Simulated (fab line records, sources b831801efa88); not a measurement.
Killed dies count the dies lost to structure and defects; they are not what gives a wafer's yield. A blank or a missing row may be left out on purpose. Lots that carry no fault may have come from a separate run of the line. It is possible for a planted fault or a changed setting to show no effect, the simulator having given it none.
Code-filled problem report in 8D (eight disciplines) form | flow sky130 | the parts of the form that need people (team, actions taken, sign-off) are left out

1. THE PROBLEM
chamber_pressure_mTorr at SKY_POLY_GATE_ETCH_15 reads a mean of 36.031 mTorr on 1 wafer of 1 lot; wafers without a fault read 30.002 mTorr with a standard deviation of 0.027. That is +99 or more standard deviations from the usual mean.
The step: etches BARC in N2/H2, stops on SiO2, time 118.5 s, target depth 110 nm.
Earliest sighting: wafer L476.2 on rie_diel-01 at day 20 17:25. Wafers with a number at this step in the record: 39, from 13 lots. The rule behind "out" and "out of limits": a value lying over 4 standard deviations away from the usual mean. All remaining wafers that have a number are taken as sound.

2. WHAT IT IS, AND WHAT IT ISN'T
question                    | is                     | is not
which readings at this step | chamber_pressure_mTorr | drypump_motor_current_A, oes_product_au, throttle_valve_pct
which lots                  | L476                   | L466, L467, L468, L470, L474, L479, L482, L483, L486, L487, L488, L489
which wafers of those lots  | L476.2                 | L476.1, L476.4
read on which tools         | rie_diel-01            | rie_diel-02, rie_diel-03
when                        | from day 20 17:25      | up to then (17 sound wafers); but 21 sound wafers of L479, L482, L483, L486, L487, L488, L489 came after

3. WHAT RULES OUT EACH SUSPECT
Counting: a tool at a process step up to the reading stays a suspect if it ran every lot that is out. Sound lots after the first of them don't rule it out here, since some wafers of a struck lot are sound.
- rie_diel-01 at SKY_POLY_GATE_ETCH_15 (etches BARC in N2/H2, stops on SiO2, time 118.5 s, target depth 110 nm): kept. It processed L476, the lot that is out, at day 20 17:25, and its most recent sound lot before then was L474 at day 19 20:28. Its own chamber_pressure_mTorr readings are out on those wafers.
- In rie_diel-01 at SKY_POLY_GATE_ETCH_15, the wafers that are out were processed in chamber 3 and their sound lot-mates in chambers 1, 2.
After counting, what remains is rie_diel-01 at SKY_POLY_GATE_ETCH_15.

4. THE CAUSE (what the simulator had put in)
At SKY_POLY_GATE_ETCH_15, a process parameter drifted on rie_diel-01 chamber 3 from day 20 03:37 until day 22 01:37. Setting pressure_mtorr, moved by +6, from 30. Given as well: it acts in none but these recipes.
The count eliminated every tool but this one.

5. SEQUENCE OF EFFECTS, ordered by route
Each row: a reading whose mean over the struck wafers that have a number lies more than 3 standard deviations from the usual. Only readings for which the record gives a usual standard deviation are gone through. hours: the time from each lot's start at the first step in this table that gives one to its start at this step, as a median over the lots. sigmas: the change in usual standard deviations.
hours | step                  | reading                | usual        | on struck wafers | change | sigmas
0     | SKY_POLY_GATE_ETCH_15 | chamber_pressure_mTorr | 30.002 mTorr | 36.031           | +6.029 | +99 or more
Its process steps:
- SKY_POLY_GATE_ETCH_15: etches BARC in N2/H2, stops on SiO2, time 118.5 s, target depth 110 nm.

6. WHAT WOULD HAVE CAUGHT IT SOONER
In this record no reading fell out of limits until day 20 17:25, 14 hours after the fault had begun at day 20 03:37.
